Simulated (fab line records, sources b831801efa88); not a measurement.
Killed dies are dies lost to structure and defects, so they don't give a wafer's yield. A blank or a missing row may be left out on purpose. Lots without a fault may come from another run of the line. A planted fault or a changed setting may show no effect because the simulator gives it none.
A struck lot beside a sound one | flow sky130 | 43 steps out of a route of 708
Sound: wafers L342.1, L342.3, L342.4. Struck: wafers L335.2, L335.5, L335.6. The cause comes at the end.
At each step with rows: each side's tool, then ch and its chambers, then its first start. Under that, the readings that differ: sound wafers | struck wafers | difference of the means | sigmas: that difference in standard deviations of wafers without a fault.
alike: readings whose means differ by less than 2 such deviations, and words and numbers that are the same on both sides. not compared: withheld readings, readings that some wafer has no value for, bounds like >300 that may hide the same value, and numbers for which the record gives no deviation and whose values overlap.
The two part at a step that has a row with sigmas, a row that says differs or no value, or rows on one side only. Numbers that don't overlap but have no deviation are shown without sigmas and don't part them. A reading that every wafer of one side lacks parts them only if that side has two wafers or more.

first, 1 step without rows for these wafers: SKY_VT_ADJUST_HVTR_IMPLANT_09.
SKY_VT_ADJUST_HVTR_STRIP_10: strips in O2/N2.
  sound on plasma_asher-03 ch 0,1, day 15 08:19; struck on plasma_asher-02 ch 0,1, day 13 09:14
  alike: drypump_motor_current_A, oes_product_au, strip_time_to_endpoint_s
  not compared: rf_hours_counter_h
SKY_VT_ADJUST_HVTR_TW_MEAS_11:
  sound on film_metro-02, day 15 08:25; struck on film_metro-04, day 13 09:20
  alike: VT_ADJUST_HVTR_TW
then, 7 steps without rows for these wafers: SKY_VT_ADJUST_PCH_DEHYDRATE_00 (time 60 s); SKY_VT_ADJUST_PCH_HMDS_01 (prime time 60 s); SKY_VT_ADJUST_PCH_COAT_02 (resist thk 3000 nm); SKY_VT_ADJUST_PCH_SOFTBAKE_03; SKY_VT_ADJUST_PCH_EXPOSE_04 (exposes mask NWM, target cd 840 nm); SKY_VT_ADJUST_PCH_PEB_05; SKY_VT_ADJUST_PCH_DEVELOP_06 (develop time 60 s).
SKY_VT_ADJUST_PCH_OVL_MEAS_07:
  sound on overlay-01, day 16 11:19; struck on overlay-02, day 14 10:32
  alike: VT_ADJUST_PCH_OVL
then, 1 step without rows for these wafers: SKY_VT_ADJUST_PCH_IMPLANT_08.
SKY_VT_ADJUST_PCH_STRIP_09: strips in O2/N2.
  sound on plasma_asher-04 ch 0,1, day 16 11:29; struck on plasma_asher-02 ch 0,1, day 14 10:43
  alike: drypump_motor_current_A, oes_product_au, strip_time_to_endpoint_s
  not compared: rf_hours_counter_h
SKY_VT_ADJUST_PCH_TW_MEAS_10:
  sound on film_metro-03, day 16 11:35; struck on film_metro-03, day 14 10:50
  alike: VT_ADJUST_PCH_TW
then, 7 steps without rows for these wafers: SKY_SONOS_TUNNEL_DEHYDRATE_00 (time 60 s); SKY_SONOS_TUNNEL_HMDS_01 (prime time 60 s); SKY_SONOS_TUNNEL_COAT_02 (resist thk 1140 nm); SKY_SONOS_TUNNEL_SOFTBAKE_03 (time 60 s); SKY_SONOS_TUNNEL_EXPOSE_04 (exposes mask TUNM, target cd 410 nm); SKY_SONOS_TUNNEL_PEB_05; SKY_SONOS_TUNNEL_DEVELOP_06 (develop time 60 s).
SKY_SONOS_TUNNEL_CD_MEAS_07: target cd 410 nm.
  sound on cd_sem-02, day 17 16:07; struck on cd_sem-01, day 15 13:08
  alike: cd_nm
SKY_SONOS_TUNNEL_OVL_MEAS_08:
  sound on overlay-02, day 17 16:14; struck on overlay-01, day 15 13:14
  alike: SONOS_TUNNEL_OVL
then, 3 steps without rows for these wafers: SKY_SONOS_TUNNEL_IMPLANT_09; SKY_SONOS_TUNNEL_WET_ETCH_10 (etches SiO2 in dHF, target depth 14 nm, time 280 s); SKY_SONOS_TUNNEL_STRIP_11 (strips in SPM, time 600 s).
SKY_SONOS_TUNNEL_TW_MEAS_12:
  sound on film_metro-04, day 17 16:41; struck on film_metro-02, day 15 13:41
  alike: SONOS_TUNNEL_TW
then, 2 steps without rows for these wafers: SKY_SONOS_TUNNEL_CLEAN_13 (cleans in dHF, time 20 s); SKY_SONOS_ONO_OXIDATION_00 (stabilise 600 s, purge 300 s, target thk 2.6 nm).
SKY_SONOS_ONO_THK_MEAS_01:
  sound on film_metro-02, day 17 18:52; struck on film_metro-03, day 15 16:30
  alike: SONOS_ONO_OXIDATION_THK
then, 1 step without rows for these wafers: SKY_SONOS_ONO_CVD_02 (deposits Si3N4 from DCS/NH3, target thk 10.5 nm, time 180 s).
SKY_SONOS_ONO_THK_MEAS_03:
  sound on film_metro-03, day 17 21:22; struck on film_metro-02, day 15 17:38
  alike: SONOS_ONO_CVD_02_THK
then, 1 step without rows for these wafers: SKY_SONOS_ONO_CVD_04 (deposits SiO2 from SiH4/N2O, target thk 5.7199 nm).
SKY_SONOS_ONO_THK_MEAS_05:
  sound on film_metro-01, day 17 22:41; struck on film_metro-02, day 15 20:10
  alike: SONOS_ONO_CVD_04_THK
then, 7 steps without rows for these wafers: SKY_SONOS_ONO_DEHYDRATE_06 (time 60 s); SKY_SONOS_ONO_HMDS_07 (prime time 60 s); SKY_SONOS_ONO_COAT_08 (resist thk 1140 nm); SKY_SONOS_ONO_SOFTBAKE_09 (time 60 s); SKY_SONOS_ONO_EXPOSE_10 (exposes mask ONOM, target cd 410 nm); SKY_SONOS_ONO_PEB_11; SKY_SONOS_ONO_DEVELOP_12 (develop time 60 s).
SKY_SONOS_ONO_CD_MEAS_13: target cd 410 nm.
  sound on cd_sem-02, day 19 04:32; struck on cd_sem-02, day 17 00:34
  alike: cd_nm
-- the record jumps here: 32 days lie between the struck wafers' starts before and after (it left off in module SONOS_ONO and takes up again in module PAD_OPEN, whose first step shown is number 708 of the route) --
SKY_PAD_OPEN_PROBE_99:
  sound on prober-01, day 50 09:07; struck on prober-02, day 48 12:53
  reading             | sound     | struck      | difference | sigmas
  killed_at_front_end | 20 20 22  | 69 68 71    | +49        | +11
  killed_dies         | 75 95 108 | 125 142 134 | +41        | +5
  alike: killed_at_M0_to_M3, killed_at_M4_up, killed_at_contacts, killed_at_other, killed_open, killed_short

WHERE THEY PART
Only at SKY_PAD_OPEN_PROBE_99, within this record.

WHY: what the simulator had put in
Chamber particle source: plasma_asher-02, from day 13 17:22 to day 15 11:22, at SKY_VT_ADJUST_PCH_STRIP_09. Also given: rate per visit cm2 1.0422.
